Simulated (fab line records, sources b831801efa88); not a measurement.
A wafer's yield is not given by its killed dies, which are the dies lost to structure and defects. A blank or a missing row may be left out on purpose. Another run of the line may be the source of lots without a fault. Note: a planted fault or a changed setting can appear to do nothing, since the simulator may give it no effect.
fab line records	flow sky130
record: lots: 6	wafers: 18	last_day: 50
route steps=708 shown LOCAL_INTERCONNECT@396 CONTACT@406 METAL1@434 PAD_OPEN@708
lots that met no fault: from a run of the same line without faults
start_h: hours from the record's opening day to when the first of the lot's shown wafers began	wait_h: hours since the lot's step before	" repeats the value in the row above	L1.1+2: one row covering several wafers at once	- no value, or no start given	* or withheld: withheld	< > ~ a bound
route shown NAME@n: names a module that has steps shown in the file, with the first one's number in the route	usual: mean/standard deviation of fault-free wafers	same: alike in all rows	chamber/n: place in a boat	sites: the reading at each site	_std_site: how widely they spread, as a standard deviation	_edge_site: outer sites' mean less inner sites'	radius_mm: how far each site lies from the wafer's centre	mask NAME#n: copy n	behind: the last tool/chamber to shape the wafer	hold: what put the lot on hold/how long, in hours/how the hold closed	device: transistor that didn't switch, given as n, p or np	end of line: tests run on the same wafers once the route is complete	a step without rows: its recipe alone	killed: dies lost to structure and defects at the first sort, not the wafer's yield	map: a wafer's dies, x killed, . not, _ none there
set.NAME: the setting that was run; set.NAME@STEP: the one run at that earlier step	model.NAME: the simulator's own value behind a step, which no gauge read
lots at selected steps of the route; one table per step, one row per wafer
services: when a tool's chamber went out of use (start_h, in hours from the record's first day, below 0 if earlier), for how many hours, and the reason
== steps ==
step: SKY_LOCAL_INTERCONNECT_PEB_09
recipe: peb_temp_c: withheld	peb_time_s: withheld	resist: KrF-thick
step: SKY_LOCAL_INTERCONNECT_DEVELOP_10
recipe: develop_time_s: 60	resist: KrF-thick	dev_temp_c: 21
step: SKY_LOCAL_INTERCONNECT_CD_MEAS_11
recipe: target_cd_nm: 170
usual: cd_nm: 170.5/1.6
lot.wafer	tool	chamber	start_h	wait_h	cd_nm
L713.1	cd_sem-01	-	740.74	-	170.8
L713.3	"	-	"	"	171.7
L713.5	"	-	"	"	171.1
L716.3	cd_sem-01	-	778.60	-	173.1
L716.4	"	-	"	"	173.2
L716.5	"	-	"	"	172.6
L717.2	cd_sem-01	-	780.01	-	171.3
L717.3	"	-	"	"	171.9
L717.5	"	-	"	"	171.3
L719.1	cd_sem-02	-	803.93	-	171.3
L719.3	"	-	"	"	171.8
L719.4	"	-	"	"	171.9
L721.1	cd_sem-01	-	814.03	-	170.4
L721.3	"	-	"	"	169.4
L721.4	"	-	"	"	170.9
L732.2	cd_sem-02	-	880.66	-	166.5
L732.4	"	-	"	"	168.9
L732.6	"	-	"	"	167.6
step: SKY_LOCAL_INTERCONNECT_OVL_MEAS_12
usual: LOCAL_INTERCONNECT_OVL: -2/5.3
lot.wafer	tool	chamber	start_h	wait_h	LOCAL_INTERCONNECT_OVL[nm]
L713.1	overlay-01	-	740.86	0.1	0
L713.3	"	-	"	"	-2
L713.5	"	-	"	"	-5
L716.3	overlay-02	-	778.69	0.1	-3
L716.4	"	-	"	"	-5
L716.5	"	-	"	"	-2
L717.2	overlay-01	-	780.12	0.1	4
L717.3	"	-	"	"	0
L717.5	"	-	"	"	2
L719.1	overlay-02	-	804.05	0.1	-7
L719.3	"	-	"	"	-9
L719.4	"	-	"	"	-5
L721.1	overlay-02	-	814.15	0.1	7
L721.3	"	-	"	"	-2
L721.4	"	-	"	"	-7
L732.2	overlay-02	-	880.77	0.1	-3
L732.4	"	-	"	"	0
L732.6	"	-	"	"	1
step: SKY_LOCAL_INTERCONNECT_ETCH_13
recipe: chemistry: N2/H2	target: BARC	ion_energy_ev: 200	bias_w: 100	pressure_mtorr: 30	n2_flow_sccm: 100	h2_flow_sccm: 200	icp_w: 500	stop_on: SiO2	time_s: 45.9	target_depth_a: 600
step: SKY_LOCAL_INTERCONNECT_METAL_ETCH_14
recipe: target_depth_nm: 110	stop_on: PSG	chemistry: Cl2/BCl3	target: TiN	resist_sidewall_deg: 88	pressure_mtorr: 10	icp_w: 900	bias_w: 48.5	Cl2_flow_sccm: 60	bcl3_flow_sccm: 30	time_s: 31.4
step: SKY_LOCAL_INTERCONNECT_STRIP_15
recipe: chemistry: O2/N2	power_w: 1400	pressure_mtorr: 1500	platen_temp_c: withheld	o2_flow_sccm: 3000	n2_flow_sccm: 300	overash_fraction: 0.5
step: SKY_LOCAL_INTERCONNECT_STRIP_16
recipe: chemistry: post_etch_residue_remover	time_s: 1200	temp_c: 72.5
step: SKY_LOCAL_INTERCONNECT_CLEAN_17
recipe: chemistry: IPA	time_s: 180	temp_c: 25
step: SKY_LOCAL_INTERCONNECT_CLEAN_18
recipe: chemistry: O3/DIW	dry: n2_spin
step: SKY_CONTACT_CVD_00
recipe: material: Si3N4	target_thk_nm: 75	temp_c: 400	time_s: withheld	rf_w: 450
step: SKY_CONTACT_THK_MEAS_01
recipe: reads: Si3N4_of_CONTACT_CVD_00
usual: CONTACT_CVD_00_THK: 74.9/0.92
lot.wafer	tool	chamber	start_h	wait_h	CONTACT_CVD_00_THK[nm]
L713.1	film_metro-01	-	741.68	-	74.9
L713.3	"	-	"	"	75.9
L713.5	"	-	"	"	76.2
L716.3	film_metro-04	-	779.47	-	74.5
L716.4	"	-	"	"	75.4
L716.5	"	-	"	"	75.3
L717.2	film_metro-01	-	780.92	-	73.0
L717.3	"	-	"	"	75.3
L717.5	"	-	"	"	75.4
L719.1	film_metro-01	-	804.84	-	73.7
L719.3	"	-	"	"	74.4
L719.4	"	-	"	"	75.2
L721.1	film_metro-03	-	814.93	-	74.6
L721.3	"	-	"	"	74.1
L721.4	"	-	"	"	75.0
L732.2	film_metro-01	-	881.72	-	73.9
L732.4	"	-	"	"	76.4
L732.6	"	-	"	"	76.2
step: SKY_CONTACT_HDPCVD_02
recipe: material: SiO2	target_thk_nm: 565	sigma_open_frac: 0.3	time_s: 94.2	temp_c: 600	sih4_flow_sccm: 60	pressure_mtorr: 6
lot.wafer	tool	chamber	start_h	wait_h
L713.1+3+5	hdpcvd-01	0,2,0	741.74	0.1
L716.3+4+5	hdpcvd-02	0,2,0	779.51	0.0
L717.2+3+5	hdpcvd-02	2,1,0	780.97	0.0
L719.1+3+4	hdpcvd-02	1,0,1	804.90	0.1
L721.1+3+4	hdpcvd-02	0,1,1	814.99	0.1
L732.2+4+6	hdpcvd-02	0,0,2	881.77	0.0
step: SKY_CONTACT_THK_MEAS_03
recipe: reads: SiO2_of_CONTACT_HDPCVD_02
usual: CONTACT_HDPCVD_THK: 567/7.3
lot.wafer	tool	chamber	start_h	wait_h	CONTACT_HDPCVD_THK[nm]
L713.1	film_metro-03	-	741.81	0.0	563
L713.3	"	-	"	"	570
L713.5	"	-	"	"	562
L716.3	film_metro-03	-	779.60	0.1	573
L716.4	"	-	"	"	570
L716.5	"	-	"	"	573
L717.2	film_metro-04	-	781.04	0.0	570
L717.3	"	-	"	"	568
L717.5	"	-	"	"	579
L719.1	film_metro-04	-	804.97	0.0	568
L719.3	"	-	"	"	574
L719.4	"	-	"	"	568
L721.1	film_metro-01	-	815.06	0.0	575
L721.3	"	-	"	"	569
L721.4	"	-	"	"	562
L732.2	film_metro-01	-	881.85	0.0	581
L732.4	"	-	"	"	577
L732.6	"	-	"	"	561
step: SKY_CONTACT_CMP_04
recipe: material: SiO2	down_force_psi: 4	platen_rpm: 60	pad_velocity_m_s: 0.94248
step: SKY_CONTACT_BOW_MEAS_05
recipe: mode: bow
usual: CONTACT_BOW: 82/7
lot.wafer	tool	chamber	start_h	wait_h	CONTACT_BOW[um]
L713.1	film_metro-04	-	742.17	0.2	93
L713.3	"	-	"	"	89
L713.5	"	-	"	"	70
L716.3	film_metro-03	-	779.98	0.2	77
L716.4	"	-	"	"	80
L716.5	"	-	"	"	73
L717.2	film_metro-04	-	781.41	0.3	81
L717.3	"	-	"	"	87
L717.5	"	-	"	"	72
L719.1	film_metro-01	-	805.43	0.1	84
L719.3	"	-	"	"	86
L719.4	"	-	"	"	74
L721.1	film_metro-01	-	815.42	0.1	74
L721.3	"	-	"	"	89
L721.4	"	-	"	"	93
L732.2	film_metro-04	-	882.33	0.3	75
L732.4	"	-	"	"	87
L732.6	"	-	"	"	84
step: SKY_CONTACT_DEHYDRATE_06
recipe: temp_c: 200	time_s: 60
step: SKY_CONTACT_HMDS_07
recipe: prime_time_s: 60	prime_temp_c: 120
step: SKY_CONTACT_COAT_08
recipe: resist: BARC	temp_c: withheld	time_s: withheld	spin_rpm: 3000	resist_thk_nm: 60
step: SKY_CONTACT_COAT_09
recipe: resist: KrF-thick	spin_rpm: 3000	resist_thk_nm: 450
step: SKY_CONTACT_SOFTBAKE_10
recipe: temp_c: 99.42	time_s: 90	resist: KrF-thick
step: SKY_CONTACT_EXPOSE_11
recipe: mask_id: CTM1	na: 0.8	source_shape: annular	sigma_inner: 0.55	sigma_outer: 0.85	target_cd_nm: 170	dose_mj: 38
step: SKY_CONTACT_PEB_12
recipe: peb_temp_c: withheld	peb_time_s: withheld	resist: KrF-thick
step: SKY_CONTACT_DEVELOP_13
recipe: develop_time_s: 60	resist: KrF-thick	dev_temp_c: 21
step: SKY_CONTACT_CD_MEAS_14
recipe: target_cd_nm: 170
usual: cd_nm: 170.0/1.9
lot.wafer	tool	chamber	start_h	wait_h	cd_nm
L713.1	cd_sem-02	-	769.18	-	169.0
L713.3	"	-	"	"	168.8
L713.5	"	-	"	"	169.7
L716.3	cd_sem-01	-	806.57	-	173.0
L716.4	"	-	"	"	172.8
L716.5	"	-	"	"	172.3
L717.2	cd_sem-02	-	807.96	-	171.3
L717.3	"	-	"	"	171.2
L717.5	"	-	"	"	171.6
L719.1	cd_sem-01	-	831.54	-	172.6
L719.3	"	-	"	"	173.0
L719.4	"	-	"	"	171.9
L721.1	cd_sem-01	-	841.28	-	166.4
L721.3	"	-	"	"	166.9
L721.4	"	-	"	"	167.4
L732.2	cd_sem-01	-	908.25	-	171.1
L732.4	"	-	"	"	172.5
L732.6	"	-	"	"	171.6
step: SKY_CONTACT_OVL_MEAS_15
usual: CONTACT_OVL: -5/5.3
lot.wafer	tool	chamber	start_h	wait_h	CONTACT_OVL[nm]
L713.1	overlay-01	-	769.30	0.1	-2
L713.3	"	-	"	"	-1
L713.5	"	-	"	"	-3
L716.3	overlay-01	-	806.66	0.1	-10
L716.4	"	-	"	"	-14
L716.5	"	-	"	"	-16
L717.2	overlay-01	-	808.07	0.1	4
L717.3	"	-	"	"	4
L717.5	"	-	"	"	6
L719.1	overlay-01	-	831.66	0.1	-7
L719.3	"	-	"	"	-9
L719.4	"	-	"	"	-10
L721.1	overlay-01	-	841.40	0.1	-9
L721.3	"	-	"	"	-10
L721.4	"	-	"	"	-9
L732.2	overlay-01	-	908.35	0.1	-15
L732.4	"	-	"	"	-7
L732.6	"	-	"	"	-6
step: SKY_CONTACT_ETCH_16
recipe: chemistry: N2/H2	target: BARC	ion_energy_ev: 200	source_w: 500	bias_w: 100	pressure_mtorr: 30	n2_flow_sccm: 100	h2_flow_sccm: 200	stop_on: SiO2	time_s: 45.9	target_depth_a: 600
usual: drypump_motor_current_A: 5.5/0.46	oes_product_au: 0.854/0.004	throttle_valve_pct: 13.225/0.0095
lot.wafer	tool	chamber	start_h	wait_h	drypump_motor_current_A	oes_product_au	rf_hours_counter_h	throttle_valve_pct
L713.1	rie_diel-01	2	769.34	0.0	4.8	0.856	38	13.218
L713.3	"	3	"	"	5.5	0.851	5	13.213
L713.5	"	2	"	"	4.8	0.857	-	13.224
L716.3	rie_diel-02	3	806.68	0.0	5.4	0.863	10	13.221
L716.4	"	0	"	"	5.9	0.857	-	13.229
L716.5	"	2	"	"	6.4	0.858	-	13.234
L717.2	rie_diel-01	0	808.10	0.0	5.8	0.851	25	13.225
L717.3	"	1	"	"	5.6	0.854	24	13.202
L717.5	"	0	"	"	5.7	0.850	-	13.230
L719.1	rie_diel-04	0	831.70	0.0	5.4	0.850	2	13.216
L719.3	"	2	"	"	4.9	0.850	24	13.221
L719.4	"	1	"	"	4.9	0.854	4	13.252
L721.1	rie_diel-04	3	841.43	0.0	6.0	0.855	10	13.216
L721.3	"	1	"	"	4.9	0.860	4	13.226
L721.4	"	0	"	"	5.4	0.857	2	13.225
L732.2	rie_diel-01	2	908.38	0.0	4.8	0.850	3	13.222
L732.4	"	0	"	"	5.8	0.860	1	13.233
L732.6	"	2	"	"	4.8	0.854	-	13.221
step: SKY_CONTACT_ETCH_17
recipe: target: SiO2	chemistry: C4F8/O2/Ar	stop_on: Si3N4	mask_material: KrF-thick	source_w: 1500	bias_w: 1200	pressure_mtorr: 40	c4f8_flow_sccm: withheld	O2_flow_sccm: 6	Ar_flow_sccm: 300	time_s: withheld	target_depth_a: 3400
step: SKY_CONTACT_ETCH_18
recipe: target: Si3N4	chemistry: CHF3/O2	stop_on: TiN	source_w: 600	bias_w: 200	pressure_mtorr: 40	chf3_flow_sccm: 50	O2_flow_sccm: 5	time_s: 39	target_depth_a: 750
step: SKY_CONTACT_STRIP_19
recipe: chemistry: O2/N2	power_w: 1400	pressure_mtorr: 1500	platen_temp_c: withheld	o2_flow_sccm: 3000	n2_flow_sccm: 300	overash_fraction: 0.5
usual: drypump_motor_current_A: 5.7/0.58	oes_product_au: 0.380/0.0043	strip_time_to_endpoint_s: 3.61/0.032
lot.wafer	tool	chamber	start_h	wait_h	drypump_motor_current_A	oes_product_au	rf_hours_counter_h	strip_time_to_endpoint_s
L713.1	plasma_asher-02	1	769.47	-	5.5	0.373	32	3.64
L713.3	"	1	"	"	5.4	0.381	-	3.59
L713.5	"	0	"	"	6.3	0.375	-	3.65
L716.3	plasma_asher-02	1	806.85	-	5.5	0.382	-	3.58
L716.4	"	0	"	"	6.4	0.386	-	3.61
L716.5	"	1	"	"	5.4	0.381	-	3.62
L717.2	plasma_asher-02	1	808.23	-	5.5	0.382	36	3.65
L717.3	"	1	"	"	5.5	0.375	-	3.57
L717.5	"	0	"	"	6.3	0.380	-	3.63
L719.1	plasma_asher-01	1	831.83	-	5.0	0.387	9	3.62
L719.3	"	1	"	"	5.0	0.387	-	3.64
L719.4	"	0	"	"	6.4	0.384	-	3.58
L721.1	plasma_asher-01	0	841.57	-	6.4	0.374	10	3.59
L721.3	"	1	"	"	5.0	0.381	-	3.60
L721.4	"	0	"	"	6.4	0.378	-	3.62
L732.2	plasma_asher-04	0	908.52	-	5.9	0.389	111	3.60
L732.4	"	1	"	"	5.0	0.379	-	3.65
L732.6	"	1	"	"	5.0	0.374	-	3.60
step: SKY_CONTACT_STRIP_20
recipe: chemistry: post_etch_residue_remover	time_s: 1200	temp_c: 72.5
step: SKY_CONTACT_CLEAN_21
recipe: chemistry: IPA	time_s: 180	temp_c: 25
step: SKY_CONTACT_CLEAN_22
recipe: chemistry: O3/DIW	dry: n2_spin
step: SKY_CONTACT_SPUTTER_23
recipe: material: TiN	target_thk_nm: 20	chamber_pressure_pa: 5	power_w: 4000	time_s: 80
step: SKY_CONTACT_CVD_24
recipe: material: W	target_thk_nm: 340	time_s: 102.12	temp_c: 400	pressure_torr: 40
step: SKY_CONTACT_RS_MEAS_25
recipe: thk_meas_gauge: four-point-probe	reads: W_of_CONTACT_CVD_24+TiN_of_CONTACT_SPUTTER_23
usual: CONTACT_W_RS: 0.338/0.004
lot.wafer	tool	chamber	start_h	wait_h	CONTACT_W_RS[ohm/sq]
L713.1	film_metro-03	-	770.23	0.1	0.346
L713.3	"	-	"	"	0.336
L713.5	"	-	"	"	0.338
L716.3	film_metro-01	-	807.62	0.1	0.334
L716.4	"	-	"	"	0.341
L716.5	"	-	"	"	0.346
L717.2	film_metro-01	-	809.10	0.1	0.344
L717.3	"	-	"	"	0.343
L717.5	"	-	"	"	0.340
L719.1	film_metro-03	-	832.94	0.1	0.348
L719.3	"	-	"	"	0.344
L719.4	"	-	"	"	0.346
L721.1	film_metro-03	-	842.33	0.1	0.346
L721.3	"	-	"	"	0.344
L721.4	"	-	"	"	0.339
L732.2	film_metro-03	-	909.30	0.1	0.339
L732.4	"	-	"	"	0.338
L732.6	"	-	"	"	0.340
step: SKY_CONTACT_THK_MEAS_26
recipe: thk_meas_gauge: xrf	reads: W_of_CONTACT_CVD_24
usual: CONTACT_W_THK: 334/4.2
lot.wafer	tool	chamber	start_h	wait_h	CONTACT_W_THK[nm]
L713.1	film_metro-03	-	770.35	0.1	325
L713.3	"	-	"	"	335
L713.5	"	-	"	"	333
L716.3	film_metro-01	-	807.72	0.1	338
L716.4	"	-	"	"	331
L716.5	"	-	"	"	327
L717.2	film_metro-01	-	809.21	0.1	328
L717.3	"	-	"	"	331
L717.5	"	-	"	"	333
L719.1	film_metro-03	-	833.06	0.1	326
L719.3	"	-	"	"	329
L719.4	"	-	"	"	328
L721.1	film_metro-03	-	842.45	0.1	324
L721.3	"	-	"	"	326
L721.4	"	-	"	"	332
L732.2	film_metro-03	-	909.41	0.1	334
L732.4	"	-	"	"	334
L732.6	"	-	"	"	332
step: SKY_CONTACT_CMP_27
recipe: stop_on: SiO2	t_overpolish_s: 15	down_force_psi: 3.5	platen_rpm: 60	target_thk_nm: 0	pad_velocity_m_s: 0.94248
usual: head_pressure_psi: 3.500/0.0071	motor_current_A: 11.1/0.88	overpolish_run_s: 15.000/0.0092	time_to_endpoint_s: 81.2/3
lot.wafer	tool	chamber	start_h	wait_h	head_pressure_psi	motor_current_A	overpolish_run_s	time_to_endpoint_s
L713.3	cmp-02	3	770.51	0.1	3.492	10.9	15.003	86.3
L713.1	"	0	"	"	3.501	11.5	14.995	80.8
L713.5	"	1	"	"	3.495	10.3	15.006	83.6
L716.4	cmp-01	0	807.81	0.1	3.503	10.5	15.016	79.8
L716.3	"	1	"	"	3.508	10.7	15.001	76.9
L716.5	"	3	"	"	3.493	10.7	14.999	78.7
L717.3	cmp-02	3	809.32	0.1	3.507	11.4	15.003	86.4
L717.2	"	1	"	"	3.505	10.6	15.017	83.0
L717.5	"	2	"	"	3.495	12.3	14.992	84.0
L719.4	cmp-02	3	833.12	0.0	3.506	11.2	15.007	82.2
L719.1	"	0	"	"	3.492	11.2	14.989	78.7
L719.3	"	2	"	"	3.493	12.7	14.991	78.3
L721.3	cmp-01	3	842.56	0.1	3.490	10.2	15.007	77.1
L721.1	"	0	"	"	3.496	10.1	14.989	80.1
L721.4	"	1	"	"	3.488	10.2	15.010	78.1
L732.4	cmp-02	3	909.51	0.1	3.513	11.5	14.990	87.0
L732.2	"	0	"	"	3.504	11.0	15.001	81.0
L732.6	"	3	"	"	3.512	11.3	14.998	88.3
step: SKY_METAL1_SPUTTER_00
recipe: material: Ti	target_thk_nm: 15	power_w: 3000	time_s: 10	chamber_pressure_pa: 0.4
usual: throttle_valve_pct: 29.7/0.9
lot.wafer	tool	chamber	start_h	wait_h	throttle_valve_pct
L713.1	pvd_sputter-02	-	770.71	0.1	28.9
L713.3	"	-	"	"	29.8
L713.5	"	-	"	"	29.6
L716.3	pvd_sputter-01	-	808.06	0.1	29.0
L716.4	"	-	"	"	30.1
L716.5	"	-	"	"	29.3
L717.2	pvd_sputter-04	-	809.57	0.1	31.2
L717.3	"	-	"	"	30.8
L717.5	"	-	"	"	30.9
L719.1	pvd_sputter-04	-	833.42	0.2	30.8
L719.3	"	-	"	"	30.2
L719.4	"	-	"	"	28.0
L721.1	pvd_sputter-02	-	842.81	0.1	29.2
L721.3	"	-	"	"	28.9
L721.4	"	-	"	"	29.4
L732.2	pvd_sputter-01	-	909.76	0.1	29.3
L732.4	"	-	"	"	29.6
L732.6	"	-	"	"	28.9
step: SKY_METAL1_SPUTTER_01
recipe: material: TiN	target_thk_nm: 20	power_w: 6500	time_s: 16.7	chamber_pressure_pa: 0.4
step: SKY_METAL1_SPUTTER_02
recipe: material: AlCu	target_thk_nm: 250	power_w: 10600	time_s: 13.3	chamber_pressure_pa: 0.4
usual: throttle_valve_pct: 29.7/0.91
lot.wafer	tool	chamber	start_h	wait_h	throttle_valve_pct
L713.1	pvd_sputter-02	-	770.76	0.0	29.4
L713.3	"	-	"	"	29.8
L713.5	"	-	"	"	29.8
L716.3	pvd_sputter-01	-	808.11	0.0	28.8
L716.4	"	-	"	"	30.1
L716.5	"	-	"	"	29.0
L717.2	pvd_sputter-04	-	809.62	0.0	31.1
L717.3	"	-	"	"	31.1
L717.5	"	-	"	"	31.2
L719.1	pvd_sputter-04	-	833.46	0.0	30.9
L719.3	"	-	"	"	30.2
L719.4	"	-	"	"	28.2
L721.1	pvd_sputter-02	-	842.86	0.0	29.0
L721.3	"	-	"	"	28.8
L721.4	"	-	"	"	29.3
L732.2	pvd_sputter-01	-	909.81	0.0	29.0
L732.4	"	-	"	"	29.5
L732.6	"	-	"	"	29.2
step: SKY_METAL1_SPUTTER_03
recipe: material: Ti	target_thk_nm: 5	power_w: 3000	time_s: 3.3	chamber_pressure_pa: 0.4
step: SKY_PAD_OPEN_PROBE_99
usual: killed_at_M0_to_M3: 44/6.9	killed_at_M4_up: 3.3/1.7	killed_at_contacts: 24/4.7	killed_at_front_end: 15/4.5	killed_at_other: 0.2/0.49	killed_dies: 86/8.4	killed_open: 47/6.5	killed_short: 39/6
same: gross_dies: 492	killed_at_back_side: 0
lot.wafer	tool	chamber	start_h	wait_h	killed_at_M0_to_M3	killed_at_M4_up	killed_at_contacts	killed_at_front_end	killed_at_other	killed_dies	killed_open	killed_short
L713.1	prober-01	-	1101.43	0.1	50	5	22	14	0	91	47	44
L713.3	prober-01	-	1101.53	0.2	42	3	26	33	1	105	60	45
L713.5	prober-01	-	1101.63	0.2	45	2	28	11	1	87	47	40
L719.3	prober-02	-	1146.92	0.2	39	3	71	9	0	122	41	26
L721.1	prober-02	-	1154.39	0.1	34	2	79	18	0	133	39	35
killed by level:class
L713.1 VIA1:geometric_particle:open=15 CONTACT:geometric_particle:open=8 VIA1:geometric_particle:short=7 METAL1:geometric_particle:short=5 METAL2:geometric_particle:short=5 METAL4:geometric_particle:short=5 LI_CONTACT:geometric_particle:open=4 VIA2:geometric_particle:open=4
L713.3 VIA1:geometric_particle:open=11 FIELD_ISO:geometric_particle:short=8 POLY_GATE:geometric_particle:open=8 LI_CONTACT:geometric_particle:open=7 CONTACT:geometric_particle:open=7 CONTACT:geometric_particle:short=5 METAL1:geometric_particle:short=5 FIELD_ISO:geometric_particle:open=4
L713.5 VIA1:geometric_particle:open=12 LI_CONTACT:geometric_particle:open=10 CONTACT:geometric_particle:open=8 VIA1:geometric_particle:short=8 VIA2:geometric_particle:open=6 CONTACT:geometric_particle:short=6 METAL2:geometric_particle:short=5 FIELD_ISO:geometric_particle:short=4
L719.3 CONTACT:unspecified=55 VIA1:geometric_particle:open=11 VIA3:geometric_particle:open=9 VIA2:geometric_particle:open=8 FIELD_ISO:geometric_particle:short=3 POLY_GATE:geometric_particle:short=3 LI_CONTACT:geometric_particle:short=3 LI_CONTACT:geometric_particle:open=3
L721.1 CONTACT:unspecified=59 VIA3:geometric_particle:open=10 LI_CONTACT:geometric_particle:open=7 LOCAL_INTERCONNECT:geometric_particle:short=6 FIELD_ISO:geometric_particle:open=5 POLY_GATE:geometric_particle:short=5 VIA2:geometric_particle:open=5 FIELD_ISO:geometric_particle:short=4
map L719.3 (x killed, . not)
__________x.x......._________
________xxxxxxx.....x._______
______xxxxxxxxx....x...._____
_____xxxxxxxxx.xx.x......____
____xxxxxxxxx.x...........___
___xxxxxxxxxxxx..........x.__
__..x.xxxxx..x.x.x....x....._
_x...x.x.......xx...x...x....
_.x..x.x...x.....x...........
_........x........x..........
_x.xx........x.......x.x.....
_....x......x.x...x.x........
_...xx......................x
_..x.........x.......x..x..xx
_...x..........x.........x..x
__.x....x..........xx...x.x._
___...xxx..................__
____.....x............x...___
_____.................x..____
______.....x..........x._____
________..xxx........._______
__________.....xx..._________
map L721.1 (x killed, . not)
__________x.x......._________
________xxxxx..x......_______
______xxxxxxx...x..x.xx._____
_____xxxxxxxxxx....x.xx.x____
____xxxxxxxxxxx.x..x......___
___.xxxxxxxxx..x...x.......__
__.xxxxxxxxxx..x............_
_..xxxx.xxx....x............x
_..x....xx..x......xx.x.x....
_.........x.xx.....xx.....x..
_.x........xx.x...x..........
_.....x.....x.....x.....x....
_..x......x..................
_.......x....x...x...........
_....x.........x....x..x.....
__.....x.........x....xx...._
___.x....x....x........x...__
____x.x...xx.......x.....x___
_____....x...x...........____
______.....xx..x..x...x._____
________.........x.x.._______
__________....x....._________
== services ==
tool	chamber	start_h	hours	kind
rie_diel-02	-	729.15	0.4	repair
hdpcvd-02	-	732.16	1.4	repair
plasma_asher-01	-	733.75	9.0	pm
pvd_sputter-02	0	738.05	-	consumable_replace:kit
pvd_sputter-02	0	738.05	18.0	scheduled_down
pvd_sputter-02	0	738.05	18.0	vent_cycle
cmp-02	-	745.76	4.0	pm
hdpcvd-02	-	747.24	14.6	pm
cmp-02	-	749.76	-	consumable_replace:conditioner
rie_diel-02	-	750.06	3.0	repair
hdpcvd-01	0	776.69	12.2	repair
rie_diel-04	-	783.03	0.3	repair
pvd_sputter-04	-	806.81	2.7	repair
cmp-02	-	816.00	2.7	repair
cmp-01	-	818.78	0.4	repair
rie_diel-01	-	834.08	14.6	pm
hdpcvd-01	0	844.33	7.4	repair
cmp-01	-	850.89	0.9	repair
rie_diel-02	1	858.22	10.4	repair
rie_diel-02	-	860.87	0.4	repair
rie_diel-04	-	870.38	1.7	repair
rie_diel-04	2	886.15	7.7	repair
rie_diel-01	1	888.23	8.4	repair
rie_diel-02	3	905.22	3.3	repair
== key ==
first_sign: step: SKY_PAD_OPEN_PROBE_99	reading: killed_at_contacts	direction: up	sigmas: 11	usual: 24	struck: 75
effect: step: SKY_PAD_OPEN_PROBE_99	reading: killed_dies	direction: up	sigmas: 4.9	usual: 86	struck: 128
met_at SKY_CONTACT_HDPCVD_02
struck_wafers L719.3,L721.1
tester_left_out L719,L721
onset_between 780.97 804.90
fault: kind: chamber_particle_source	tool: hdpcvd-02	chamber: 0	onset_h: 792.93	steps: SKY_CONTACT_HDPCVD_02	rate_per_visit_cm2: 2.1906	end_h: 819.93
tester_left_out: of these lots the tester's yield and bins aren't shown, on N5 and GAA mostly nor the transistor test; their killed dies are dies lost to structure and defects alone, not to doping, threshold or leakage, so they don't give the yield
